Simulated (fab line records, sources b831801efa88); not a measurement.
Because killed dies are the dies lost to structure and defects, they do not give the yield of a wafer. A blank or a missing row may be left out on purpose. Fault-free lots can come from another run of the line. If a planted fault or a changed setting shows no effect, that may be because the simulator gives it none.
Which of the tools did it? -- flow sky130 -- 13 lots, 39 wafers sampled, at 4 steps of a route of 708

## WHAT EACH GAUGE READ, for each wafer
SKY_LDD_P_OVL_MEAS_08.
lot,measured,on,LDD_P_OVL (nm)
L946,day 19 10:24,overlay-02,-0.9 0.0 -0.8
L947,day 20 01:14,overlay-02,0.2 0.3 2.2
L949,day 20 03:02,overlay-01,-1.8 -0.2 0.0
L951,day 21 05:19,overlay-01,-1.5 -2.3 -3.6
L952,day 21 18:04,overlay-02,-1.5 -2.8 -0.3
L953,day 22 05:10,overlay-01,-2.1 -1.0 -0.1
L954,day 22 12:39,overlay-02,-0.7 -1.2 1.9
L955,day 22 17:07,overlay-02,-2.5 -0.5 -0.8
L957,day 23 08:39,overlay-02,1.3 2.4 0.7
L958,day 23 13:44,overlay-02,0.3 -2.7 -0.9
L961,day 24 18:16,overlay-02,1.1 1.9 -0.9
L968,day 26 21:05,overlay-02,-0.2 -0.1 -2.0
L969,day 27 07:01,overlay-02,-0.1 0.3 0.6

SKY_LDD_LDN_OVL_MEAS_07.
lot,measured,on,LDD_LDN_OVL (nm)
L946,day 23 06:20,overlay-02,-0.4 -0.4 -2.1
L947,day 23 20:51,overlay-01,-0.6 -0.5 -0.5
L949,day 23 22:04,overlay-02,1.2 2.4 0.8
L951,day 25 00:30,overlay-02,-0.2 -2.1 -2.0
L952,day 25 12:32,overlay-02,-2.2 -0.8 -1.3
L953,day 25 22:44,overlay-02,-0.2 0.6 1.8
L954,day 26 06:11,overlay-02,-0.9 0.7 2.0
L955,day 26 09:29,overlay-02,-1.3 2.5 0.8
L957,day 27 00:45,overlay-01,0.7 1.3 0.8
L958,day 27 05:39,overlay-02,1.1 -0.2 0.9
L961,day 28 09:50,overlay-01,0.6 1.0 2.5
L968,day 30 11:11,overlay-01,0.6 0.9 -0.6
L969,day 30 20:32,overlay-02,0.8 0.5 -0.4

SKY_LI_CONTACT_THK_MEAS_23: measures by xrf.
lot,measured,on,LI_CONTACT_W_THK (nm)
L946,day 29 12:16,film_metro-03,404 408 401
L947,day 30 03:02,film_metro-02,397 412 401
L949,day 30 05:47,film_metro-02,412 413 398
L951,day 31 05:35,film_metro-03,409 411 409
L952,day 31 16:04,film_metro-02,403 388 393
L953,day 32 03:25,film_metro-02,406 407 412
L954,day 32 08:30,film_metro-03,398 391 392
L955,day 32 11:43,film_metro-03,404 393 401
L957,day 33 00:43,film_metro-02,424 424 409
L958,day 33 07:31,film_metro-03,396 405 410
L961,day 34 09:51,film_metro-03,419 411 409
L968,day 36 17:19,film_metro-02,411 423 412
L969,day 36 17:34,film_metro-02,416 422 420

## WHAT TOOL EACH LOT RAN ON (gives the tool, then ch and the chambers of the sampled wafers, and finally the start)
lot,SKY_RES_XHIGH_EXPOSE_04
L946,"iline_stepper-02 ch 0, day 26 10:20"
L947,"iline_stepper-02 ch 0, day 27 00:58"
L949,"iline_stepper-01 ch 0, day 27 03:56"
L951,"iline_stepper-02 ch 0, day 28 07:11"
L952,"iline_stepper-01 ch 0, day 28 16:12"
L953,"iline_stepper-01 ch 0, day 29 02:08"
L954,"iline_stepper-02 ch 0, day 29 09:34"
L955,"iline_stepper-01 ch 0, day 29 12:31"
L957,"iline_stepper-01 ch 0, day 30 02:47"
L958,"iline_stepper-01 ch 0, day 30 08:10"
L961,"iline_stepper-02 ch 0, day 31 09:40"
L968,"iline_stepper-01 ch 0, day 33 19:56"
L969,"iline_stepper-02 ch 0, day 33 20:11"
- SKY_RES_XHIGH_EXPOSE_04: exposes mask URPM, target cd 1270 nm.

## WHAT THE TOOLS THEMSELVES READ (means of the sampled wafers that have a number; where no wafer has one, the mark that the record gives instead)
SKY_RES_XHIGH_EXPOSE_04.
lot,tool,reticle_temp_C (C),stage_vel_mm_s (mm/s)
L946,iline_stepper-02,23.01,500.17
L947,iline_stepper-02,23.07,500.28
L949,iline_stepper-01,22.95,500.13
L951,iline_stepper-02,23.09,499.72
L952,iline_stepper-01,22.89,499.98
L953,iline_stepper-01,22.92,499.86
L954,iline_stepper-02,22.98,500.01
L955,iline_stepper-01,22.93,499.72
L957,iline_stepper-01,23.01,499.81
L958,iline_stepper-01,23.03,500.23
L961,iline_stepper-02,22.94,500.13
L968,iline_stepper-01,23.15,499.78
L969,iline_stepper-02,23.04,499.83

## THE ANSWER, worked out from the rows above alone
Rule: the lots themselves supply what counts as usual. Put in order of their means at a reading, lots are off if they are a third of the lots or fewer, leave a main group of 4 or more, and stand apart from it by a gap of 3 or more times the standard deviation of the main group's means; of several such gaps the widest counts. The tables above print the reading to a certain number of digits; a main group whose means all agree to those digits is not used. Also off: a lot with no number at a reading for which 4 or more lots have one. The other lots that the step has rows for count as sound. First the gauges in route order, then the tools' own readings, where a lot's mean is used as printed above. At the first step where some lot is off, the reading lying furthest off is the one used; lots without a number count as furthest.
Across all readings shown, no lot is off: no conclusion can be drawn from this.

## WHAT WAS PUT IN BY THE SIMULATOR
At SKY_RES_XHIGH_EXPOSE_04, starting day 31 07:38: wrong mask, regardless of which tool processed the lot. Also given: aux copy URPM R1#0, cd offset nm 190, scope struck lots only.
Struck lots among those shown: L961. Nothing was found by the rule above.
